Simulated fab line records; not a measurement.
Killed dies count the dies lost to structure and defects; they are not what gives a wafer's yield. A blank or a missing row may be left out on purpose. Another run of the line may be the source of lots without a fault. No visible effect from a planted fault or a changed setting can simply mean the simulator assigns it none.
Matching of chambers -- flow gf180mcu -- 3 sister chambers for GF_V3_CVD_02 on pecvd-03
The step deposits SiO2 from TEOS, target thk 850 nm, time 94.851 s. 14 wafers are shown with their chamber, then 7 later ones without.

== WAFERS PAIRED WITH THEIR CHAMBERS ==
wafer,chamber,heater-power-w (W)
L074.1,0,882
L074.2,1,705
L074.3,2,576
L074.4,0,721
L074.5,1,555
L074.6,2,622
L075.1,0,870
L075.5,2,644
L075.6,0,696
L081.2,1,645
L081.3,0,757
L081.4,2,604
L083.2,0,744
L083.5,1,675

SIGNATURES (averages over the wafers above)
reading,chamber 0,chamber 1,chamber 2,scatter within a chamber
heater-power-w,778.33,645.00,611.50,64.6
Rule: for a wafer and a chamber, the distance is found by dividing, reading by reading, the gap between the wafer's reading and the chamber's mean by the reading's scatter, squaring, summing and taking the root. The wafer belongs to the nearest chamber; if the next one is less than 2 further off, it can't be placed. How the scatter is found: for the shown wafers, subtract from each reading the mean of its chamber, square and add these, divide the total by (wafers less chambers), then take the root.

== WAFERS MISSING THEIR CHAMBER ==
wafer,heater-power-w (W)
L083.6,630
L088.1,737
L088.3,675
L088.5,806
L092.2,708
L092.4,555
L092.6,607

== WHICH CHAMBER EACH ONE RAN IN ==
wafer,from the rows above,in truth
L083.6,can't be placed: 1 or 2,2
L088.1,can't be placed: 0 or 1 or 2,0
L088.3,can't be placed: 1 or 2 or 0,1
L088.5,0,0
L092.2,can't be placed: 1 or 0 or 2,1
L092.4,can't be placed: 2 or 1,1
L092.6,can't be placed: 2 or 1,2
Placed correctly: 1 of 7. From these rows, 6 cannot be placed; in 6 the true chamber is one of the candidates. Placed wrongly: 0.
